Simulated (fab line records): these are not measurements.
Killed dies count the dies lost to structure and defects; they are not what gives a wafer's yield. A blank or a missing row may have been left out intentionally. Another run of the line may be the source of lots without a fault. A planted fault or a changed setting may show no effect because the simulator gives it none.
Split-lot study | flow gf180mcu | 5 lots, 27 wafers read, on a route of 602 steps

== ABOUT THE SPLIT ==
At GF_V5_SPUTTER_21 (material Ti, target thk 15 nm, time 80.02 s), the setting timeS was moved away from the recipe's 80.02 s on 6 of the 27 wafers read, by -48.5% to +33.1%. The other wafers ran this setting at the recipe's value.

The split's own step is where the reading is taken.

== THE READING ==
Ti_of_V5_SPUTTER_21.thkNm (the simulator's own value, which no gauge read), in nm, at GF_V5_SPUTTER_21 (material Ti, target thk 15 nm, time 80.02 s). No usual value for it is given in the file. Across the 21 wafers here that went through the recipe, the average is 15.139 nm and the standard deviation 0.14 nm.

wafer  | tool, chamber at the split | timeS as run, s | against the recipe | Ti_of_V5_SPUTTER_21.thkNm, nm | against lot-mates on the recipe
L074.4 | pvdSputter-04, -           | 80.02           | recipe             | 14.91                         | -
L074.5 | pvdSputter-04, -           | 80.02           | recipe             | 15.14                         | -
L074.6 | pvdSputter-04, -           | 80.02           | recipe             | 15.16                         | -
L076.1 | pvdSputter-04, -           | 41.2            | -48.5%             | 8.004                         | -7.276
L076.2 | pvdSputter-04, -           | 80.02           | recipe             | 15.26                         | -
L076.3 | pvdSputter-04, -           | 80.02           | recipe             | 15.28                         | -
L076.4 | pvdSputter-04, -           | 80.02           | recipe             | 15.3                          | -
L076.5 | pvdSputter-04, -           | 41.2            | -48.5%             | 8.156                         | -7.124
L076.6 | pvdSputter-04, -           | 41.2            | -48.5%             | 7.98                          | -7.300
L078.1 | pvdSputter-03, -           | 80.02           | recipe             | 15.2                          | -
L078.2 | pvdSputter-03, -           | 80.02           | recipe             | 15.16                         | -
L078.3 | pvdSputter-03, -           | 80.02           | recipe             | 15.04                         | -
L078.4 | pvdSputter-03, -           | 80.02           | recipe             | 14.91                         | -
L078.5 | pvdSputter-03, -           | 80.02           | recipe             | 15.11                         | -
L078.6 | pvdSputter-03, -           | 80.02           | recipe             | 14.95                         | -
L079.1 | pvdSputter-03, -           | 80.02           | recipe             | 15.23                         | -
L079.2 | pvdSputter-03, -           | 106.5           | +33.1%             | 20.17                         | +5.000
L079.3 | pvdSputter-03, -           | 80.02           | recipe             | 15.31                         | -
L079.4 | pvdSputter-03, -           | 80.02           | recipe             | 14.97                         | -
L079.5 | pvdSputter-03, -           | 106.5           | +33.1%             | 19.96                         | +4.790
L079.6 | pvdSputter-03, -           | 106.5           | +33.1%             | 20.26                         | +5.090
L085.1 | pvdSputter-04, -           | 80.02           | recipe             | 15.18                         | -
L085.2 | pvdSputter-04, -           | 80.02           | recipe             | 15.12                         | -
L085.4 | pvdSputter-04, -           | 80.02           | recipe             | 15.12                         | -
L085.3 | pvdSputter-04, -           | 80.02           | recipe             | 15.46                         | -
L085.5 | pvdSputter-04, -           | 80.02           | recipe             | 15.03                         | -
L085.6 | pvdSputter-04, -           | 80.02           | recipe             | 15.08                         | -

FIT RESULTS
A straight line over all 27 wafers: Ti_of_V5_SPUTTER_21.thkNm changes by +0.148 nm for each +1% of timeS; r = +1.00; the points scatter about the line by 0.14 nm.
The same after taking each lot's own level away (the mean of its wafers on the recipe; 27 wafers): +0.149 nm for each +1%; r = +1.00; scatter 0.12 nm.
Per that fit: largest timeS move, reading shift of 7.2 nm.
From 15.0617 to 15.2800 nm: that is the span of the lots' own levels, equal to 1.6 times the standard deviation above.
The two slopes agree, so the slope changes little with the lot-to-lot level.
Check: for one of the wafers moved furthest among these (-48.5%), held out of the fit, the line's prediction against its lot-mates is -7.23 nm. It came out at -7.28 nm against them.

== ADDITIONAL SPLITS CARRIED BY THESE WAFERS ==
These wafers also went through other splits before the reading. Each is held against what the fit with the lots' levels taken away leaves over:
other split on the same wafers | wafers away from the commonest value | r with Ti_of_V5_SPUTTER_21.thkNm (lot level and that fit taken away)
GF_M4_SPUTTER_02 timeS         | 6                                    | +0.11
GF_MIM_SPUTTER_09 timeS        | 9                                    | -0.32

== FILE'S OWN FIT ==
Ti_of_V5_SPUTTER_21.thkNm changes by +0.149 nm for each +1% of timeS, r = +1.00.
